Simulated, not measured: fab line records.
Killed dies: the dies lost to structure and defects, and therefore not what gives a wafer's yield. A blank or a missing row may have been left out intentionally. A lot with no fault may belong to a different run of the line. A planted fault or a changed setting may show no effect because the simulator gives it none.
Problem report, 8D (eight disciplines) form, completed by code | flow sky130 | the parts of the form that need people (team, actions taken, sign-off) are left out

## 1. THE ISSUE
Mean of dose ions cm2 at SKY_LDD_N_IMPLANT_15: 6.288e+12 across 6 wafers in 2 lots; on wafers with no fault it is 4.999e+12 (standard deviation 5.8e+09). That is +99 or more standard deviations from the usual mean.
First observed at day 23 12:28: wafer L174.3, on implanter-01. At this step, 39 wafers from 13 lots have a number in the record. Rule for "out" (also "out of limits"): further than 4 standard deviations from the usual mean. All remaining wafers that have a number are taken as sound.

## 2. WHAT IT IS AND WHAT IT IS NOT
question                    | is                                | is not
which readings at this step | dose ions cm2, faraday current uA | -
which lots                  | L174, L179                        | L159, L163, L164, L165, L166, L167, L170, L172, L180, L181, L182
which wafers of those lots  | all that have a number            | -
read on which tools         | implanter-01                      | implanter-02, implanter-04
when                        | from day 23 12:28                 | up to then (24 sound wafers); but 9 sound wafers of L180, L181, L182 came after

## 3. THE SUSPECTS, EACH WITH WHAT RULES IT OUT
Counting: a tool at any process step up to the reading remains a suspect when it ran all the lots that are out and ran no sound lot after the first of those.
- implanter-01 at SKY_LDD_N_IMPLANT_15: kept. Every lot that is out went through it, starting with L174 (day 23 12:28), and after that it ran no sound lot; the last sound lot it ran before then is L172 (day 22 17:46). Its own dose ions cm2, faraday current uA readings are out on those wafers.
Left after counting: implanter-01 at SKY_LDD_N_IMPLANT_15.

## 4. THE CAUSE (what the simulator had put in)
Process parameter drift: implanter-01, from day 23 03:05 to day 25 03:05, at SKY_LDD_N_IMPLANT_15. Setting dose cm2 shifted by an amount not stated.
Counting left only this tool.

## 5. THE CHAIN OF EFFECTS, in route order
Each row: a reading whose mean over the struck wafers that have a number lies more than 3 standard deviations from the usual. Scope: only readings with a usual standard deviation given in the record; hours: median across lots of the time from each lot's start at the first step in this table that gives one to its start at this step; sigmas: change in usual standard deviations.
hours | step                 | reading            | usual     | on struck wafers | change     | sigmas
0     | SKY_LDD_N_IMPLANT_15 | dose ions cm2      | 4.999e+12 | 6.288e+12        | +1.289e+12 | +99 or more
0     | SKY_LDD_N_IMPLANT_15 | faraday current uA | 28.3      | 35.6             | +7.3       | +13
It contains these process steps:
- SKY_LDD_N_IMPLANT_15
At these later measuring or inspecting steps, every struck wafer for which the step has a row has a number for every such reading, and none has moved that far: SKY_VIA1_THK_MEAS_01, SKY_METAL2_RS_MEAS_05.

## 6. HOW IT WOULD HAVE BEEN CAUGHT EARLIER
First out-of-limits reading in this record: day 23 12:28, which is 9 hours after fault onset at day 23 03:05.
